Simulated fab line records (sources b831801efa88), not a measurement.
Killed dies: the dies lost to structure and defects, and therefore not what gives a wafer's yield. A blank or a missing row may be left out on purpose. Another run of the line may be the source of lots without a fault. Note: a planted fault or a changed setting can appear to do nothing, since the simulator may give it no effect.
A struck lot beside a sound one | flow sky130 | 35 out of 708 route steps
Sound: these wafers, L791.1, L791.4, L791.5. Wafers L800.1, L800.4, L800.5 were the ones struck. The cause is given at the end.
Per side, at each step with rows, come the tool, then ch with its chambers, and then its first start. Under that, the readings that differ: sound wafers | struck wafers | difference of the means | sigmas: that difference in standard deviations of wafers without a fault.
alike: readings whose means differ by less than 2 such deviations, and words and numbers that are the same on both sides. not compared: withheld readings, readings that some wafer has no value for, bounds like >300 that may hide the same value, and numbers for which the record gives no deviation and whose values overlap.
Wherever a step has rows on one side only, a row that says differs or no value, or a row with sigmas, the two part there. Numbers that don't overlap but have no deviation are shown without sigmas and don't part them. A reading that every wafer of one side lacks parts them only if that side has two wafers or more.

first, 10 steps without rows for these wafers: SKY_VIA1_COAT_06 (resist thk 60 nm); SKY_VIA1_COAT_07 (resist thk 450 nm); SKY_VIA1_SOFTBAKE_08 (time 90 s); SKY_VIA1_EXPOSE_09 (exposes mask VIM, target cd 150 nm); SKY_VIA1_PEB_10; SKY_VIA1_DEVELOP_11 (develop time 60 s); SKY_VIA1_ETCH_14 (etches BARC in N2/H2, stops on SiO2, time 45.9 s, target depth 60 nm); SKY_VIA1_ETCH_15 (etches SiO2 in C4F8/O2/Ar, stops on TiN, target depth 351 nm, time 54 s); SKY_VIA1_STRIP_16 (strips in O2/N2); SKY_VIA1_STRIP_17 (strips in post etch residue remover, time 1200 s).
SKY_VIA1_CLEAN_18: cleans in IPA, time 180 s.
  sound on wet-bench-03 ch 3, day 34 05:04; struck on wet-bench-02 ch 1, day 37 19:36
then, 23 steps without rows for these wafers: SKY_VIA1_CLEAN_19 (cleans in O3/DIW); SKY_VIA1_SPUTTER_20 (material TiN, target thk 20 nm, time 80 s); SKY_VIA1_CVD_21 (deposits W, target thk 270 nm, time 80.902 s); SKY_VIA1_CMP_24 (polishes, stops on SiO2, t overpolish 15 s, target thk 0 nm); SKY_METAL2_SPUTTER_00 (material Ti, target thk 15 nm, time 10 s); SKY_METAL2_SPUTTER_01 (material TiN, target thk 20 nm, time 16.7 s); SKY_METAL2_SPUTTER_02 (material AlCu, target thk 250 nm, time 13.3 s); SKY_METAL2_SPUTTER_03 (material Ti, target thk 5 nm, time 3.3 s); SKY_METAL2_SPUTTER_04 (material TiN, target thk 70 nm, time 58.3 s); SKY_METAL2_DEHYDRATE_07 (time 60 s); SKY_METAL2_HMDS_08 (prime time 60 s); SKY_METAL2_COAT_09 (resist thk 60 nm); SKY_METAL2_COAT_10 (resist thk 450 nm); SKY_METAL2_SOFTBAKE_11 (time 90 s); SKY_METAL2_EXPOSE_12 (exposes mask MM2, target cd 140 nm); SKY_METAL2_PEB_13; SKY_METAL2_DEVELOP_14 (develop time 60 s); SKY_METAL2_DESCUM_17 (chemistry O2, time 8 s); SKY_METAL2_ETCH_18 (etches BARC in N2/H2, stops on SiO2, time 45.9 s, target depth 60 nm); SKY_METAL2_METAL_ETCH_19 (etches the open film in Cl2/BCl3, stops on SiO2, target depth 360 nm, time 78 s); SKY_METAL2_STRIP_20 (strips in O2/N2); SKY_METAL2_STRIP_21 (strips in post etch residue remover, time 1200 s); SKY_METAL2_CLEAN_22 (cleans in IPA, time 180 s).
-- the record jumps here: 11 days lie between the struck wafers' starts before and after (it left off in module METAL2 and takes up again in module PAD_OPEN, whose first step shown is number 708 of the route) --
SKY_PAD_OPEN_PROBE_99:
  struck on prober-01, day 48 16:56; sound on prober-02, day 45 22:59
  reading                               | sound              | struck            | difference | sigmas
  defect-limited-yield (%)              | 81.1 81.1 85.2     | 71.1 70.7 69.7    | -12.0      | -6
  killed_at_M0_to_M3                    | 44 52 35           | 100 111 111       | +64        | +9
  killed-dies                           | 93 93 73           | 142 144 149       | +59        | +6
  sort_bin_3_pad_short (%)              | 1.0 0.2 1.0        | 4.3 7.1 5.1       | +4.8       | +11
  sort_bin_5_function (%)               | 11.4 11.2 7.5      | 16.7 16.3 17.7    | +6.9       | +5
  sort-n-pass                           | 399 399 419        | 350 348 343       | -59        | -6
  sort-yield-pct (%)                    | 81.1 81.1 85.2     | 71.1 70.7 69.7    | -12.0      | -6
  model.etest.tester.sort-n-pass        | 399 399 419        | 350 348 343       | -59        |
  model.etest.tester.sort-yield-pct (%) | 81.1 81.1 85.16    | 71.14 70.73 69.72 | -11.92     |
  model.etest.tester.sort_bin_5_pct (%) | 11.38 11.18 7.52   | 16.67 16.26 17.68 | +6.84      |
  model.etest.tester.sort_bin_3_pct (%) | 1.016 0.2033 1.016 | 4.268 7.114 5.081 | +4.743     |
  alike: killed_at_M4_up, killed-at-contacts, killed-at-front-end, killed-at-other, killed-open, killed-short, sort_bin_6_memory

WHERE THEY PART
At SKY_PAD_OPEN_PROBE_99 and nowhere else, as far as this record goes.

WHY: the cause the simulator had injected
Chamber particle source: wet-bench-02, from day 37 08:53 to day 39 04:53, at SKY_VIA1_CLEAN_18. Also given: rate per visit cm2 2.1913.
